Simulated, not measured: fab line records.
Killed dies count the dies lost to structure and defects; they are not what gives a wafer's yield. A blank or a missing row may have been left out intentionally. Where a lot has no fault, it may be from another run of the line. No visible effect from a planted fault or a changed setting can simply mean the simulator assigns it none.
Matching of chambers :: flow gf180mcu :: GF_V5_CMP_04 on cmp-02: 4 sister chambers
The step polishes SiO2. 22 wafers are shown with their chamber, then 11 later ones without.

## EACH WAFER AND ITS CHAMBER
wafer: L500.2
chamber: 1
motor current A (A): 11.8
edge zone pressure frac: 0.998
head pressure psi (psi): 4.003

wafer: L500.5
chamber: 2
motor current A (A): 13.0
edge zone pressure frac: 1.002
head pressure psi (psi): 4.001

wafer: L500.6
chamber: 3
motor current A (A): 12.1
edge zone pressure frac: 0.995
head pressure psi (psi): 4.009

wafer: L501.3
chamber: 1
motor current A (A): 12.7
edge zone pressure frac: 1.003
head pressure psi (psi): 4.018

wafer: L501.4
chamber: 2
motor current A (A): 13.9
edge zone pressure frac: 1.004
head pressure psi (psi): 3.999

wafer: L501.5
chamber: 0
motor current A (A): 12.0
edge zone pressure frac: 1.004
head pressure psi (psi): 4.005

wafer: L502.2
chamber: 1
motor current A (A): 12.4
edge zone pressure frac: 0.997
head pressure psi (psi): 4.003

wafer: L502.5
chamber: 2
motor current A (A): 13.3
edge zone pressure frac: 1.005
head pressure psi (psi): 3.995

wafer: L502.6
chamber: 1
motor current A (A): 12.3
edge zone pressure frac: 0.994
head pressure psi (psi): 4.010

wafer: L503.1
chamber: 1
motor current A (A): 12.0
edge zone pressure frac: 0.992
head pressure psi (psi): 4.013

wafer: L503.2
chamber: 0
motor current A (A): 12.0
edge zone pressure frac: 1.001
head pressure psi (psi): 4.013

wafer: L503.6
chamber: 1
motor current A (A): 11.9
edge zone pressure frac: 0.996
head pressure psi (psi): 4.006

wafer: L504.1
chamber: 0
motor current A (A): 12.3
edge zone pressure frac: 0.991
head pressure psi (psi): 3.990

wafer: L504.2
chamber: 3
motor current A (A): 11.8
edge zone pressure frac: 1.004
head pressure psi (psi): 4.010

wafer: L504.3
chamber: 1
motor current A (A): 12.2
edge zone pressure frac: 1.001
head pressure psi (psi): 3.995

wafer: L509.1
chamber: 1
motor current A (A): 12.9
edge zone pressure frac: 1.004
head pressure psi (psi): 3.994

wafer: L509.2
chamber: 2
motor current A (A): 13.3
edge zone pressure frac: 1.005
head pressure psi (psi): 3.997

wafer: L509.4
chamber: 0
motor current A (A): 12.4
edge zone pressure frac: 0.996
head pressure psi (psi): 4.010

wafer: L513.3
chamber: 2
motor current A (A): 13.4
edge zone pressure frac: 0.998
head pressure psi (psi): 4.005

wafer: L513.4
chamber: 1
motor current A (A): 12.5
edge zone pressure frac: 1.004
head pressure psi (psi): 3.985

wafer: L513.5
chamber: 3
motor current A (A): 11.4
edge zone pressure frac: 1.004
head pressure psi (psi): 3.997

wafer: L519.1
chamber: 1
motor current A (A): 12.2
edge zone pressure frac: 1.000
head pressure psi (psi): 4.009

SIGNATURES (means of the wafers above)
reading: motor current A
chamber 0: 12.175
chamber 1: 12.290
chamber 2: 13.380
chamber 3: 11.767
scatter within a chamber: 0.324

reading: edge zone pressure frac
chamber 0: 0.99800
chamber 1: 0.99890
chamber 2: 1.00280
chamber 3: 1.00100
scatter within a chamber: 0.00438

reading: head pressure psi
chamber 0: 4.00450
chamber 1: 4.00360
chamber 2: 3.99940
chamber 3: 4.00533
scatter within a chamber: 0.0087
Rule: a wafer's distance from a chamber is the root of the sum, over the readings, of the square of ((its reading less the chamber's mean) divided by the reading's scatter). The wafer belongs to the nearest chamber; if the next one is less than 2 further off, it can't be placed. The scatter: take each reading less its chamber's mean, square it, sum over the shown wafers, divide by the number of wafers less the number of chambers, and take the root.

## WAFERS WITH NO CHAMBER GIVEN
wafer: L519.2
motor current A (A): 13.2
edge zone pressure frac: 1.000
head pressure psi (psi): 3.992

wafer: L519.5
motor current A (A): 13.0
edge zone pressure frac: 1.005
head pressure psi (psi): 3.992

wafer: L520.2
motor current A (A): 12.0
edge zone pressure frac: 1.008
head pressure psi (psi): 3.982

wafer: L520.3
motor current A (A): 12.8
edge zone pressure frac: 1.000
head pressure psi (psi): 4.002

wafer: L520.6
motor current A (A): 11.6
edge zone pressure frac: 1.000
head pressure psi (psi): 4.008

wafer: L522.2
motor current A (A): 12.2
edge zone pressure frac: 1.004
head pressure psi (psi): 4.003

wafer: L522.3
motor current A (A): 13.2
edge zone pressure frac: 1.000
head pressure psi (psi): 3.999

wafer: L522.6
motor current A (A): 12.4
edge zone pressure frac: 1.001
head pressure psi (psi): 4.005

wafer: L523.2
motor current A (A): 13.2
edge zone pressure frac: 1.005
head pressure psi (psi): 3.994

wafer: L523.5
motor current A (A): 12.0
edge zone pressure frac: 0.998
head pressure psi (psi): 3.999

wafer: L523.6
motor current A (A): 11.0
edge zone pressure frac: 1.003
head pressure psi (psi): 3.992

## WHICH CHAMBER EACH ONE RAN IN
wafer: L519.2
from the rows above: can't be placed: 2 or 1
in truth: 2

wafer: L519.5
from the rows above: can't be placed: 2 or 1 or 0
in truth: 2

wafer: L520.2
from the rows above: can't be placed: 3 or 1 or 0 or 2
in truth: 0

wafer: L520.3
from the rows above: can't be placed: 1 or 2 or 0 or 3
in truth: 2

wafer: L520.6
from the rows above: can't be placed: 3 or 0 or 1
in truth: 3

wafer: L522.2
from the rows above: can't be placed: 1 or 0 or 3
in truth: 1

wafer: L522.3
from the rows above: 2
in truth: 2

wafer: L522.6
from the rows above: can't be placed: 1 or 0 or 3
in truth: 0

wafer: L523.2
from the rows above: 2
in truth: 2

wafer: L523.5
from the rows above: can't be placed: 0 or 1 or 3
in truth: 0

wafer: L523.6
from the rows above: can't be placed: 3 or 0 or 1
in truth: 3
Correct placement for 2 of the 11. Cannot be placed on the basis of these rows: 9; the candidates contain the true chamber in 9. Number placed wrongly: 0.
